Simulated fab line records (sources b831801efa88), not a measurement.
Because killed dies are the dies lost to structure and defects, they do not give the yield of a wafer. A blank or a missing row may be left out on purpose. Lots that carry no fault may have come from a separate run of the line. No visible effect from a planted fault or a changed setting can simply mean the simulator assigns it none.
Chamber matching || flow gf180mcu || GF_V3_CVD_02 on pecvd-01: 3 sister chambers
The step deposits SiO2 from TEOS, target thk 850 nm, time 94.851 s. 3 wafers are shown with their chamber, then 8 later ones without.

WAFERS PAIRED WITH THEIR CHAMBERS
{"wafer": "L093.4", "chamber": 2, "heater_power_w (W)": 816}
{"wafer": "L093.5", "chamber": 0, "heater_power_w (W)": 800}
{"wafer": "L094.1", "chamber": 1, "heater_power_w (W)": 529}

WAFERS WHOSE CHAMBER IS MISSING
{"wafer": "L094.2", "heater_power_w (W)": 815}
{"wafer": "L094.6", "heater_power_w (W)": 571}
{"wafer": "L096.1", "heater_power_w (W)": 502}
{"wafer": "L096.2", "heater_power_w (W)": 699}
{"wafer": "L096.3", "heater_power_w (W)": 978}
{"wafer": "L096.4", "heater_power_w (W)": 797}
{"wafer": "L096.5", "heater_power_w (W)": 765}
{"wafer": "L096.6", "heater_power_w (W)": 534}

EACH ONE'S CHAMBER
{"wafer": "L094.2", "from the rows above": "can't be placed: 2 or 0", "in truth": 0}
{"wafer": "L094.6", "from the rows above": 1, "in truth": 1}
{"wafer": "L096.1", "from the rows above": 1, "in truth": 1}
{"wafer": "L096.2", "from the rows above": "can't be placed: 0 or 2 or 1", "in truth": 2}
{"wafer": "L096.3", "from the rows above": "can't be placed: 2 or 0", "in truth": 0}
{"wafer": "L096.4", "from the rows above": "can't be placed: 0 or 2", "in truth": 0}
{"wafer": "L096.5", "from the rows above": "can't be placed: 0 or 2", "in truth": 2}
{"wafer": "L096.6", "from the rows above": 1, "in truth": 1}
Correctly placed: 3 of 8. Unplaceable from these rows: 5, with the true chamber sitting among the candidates in 5. Placed wrongly: 0.
How it was worked out, from the rows above alone: a wafer's distance from a chamber is the root of the sum, over the readings, of the square of ((its reading less the chamber's mean) divided by the reading's scatter). If the next closest chamber is less than 2 further off than the closest, the wafer can't be placed; otherwise it belongs to the closest. A chamber's mean is the mean of its shown wafers. The scatter: root of mean squared gap, hidden wafer to nearest shown wafer, with one shown wafer a chamber.
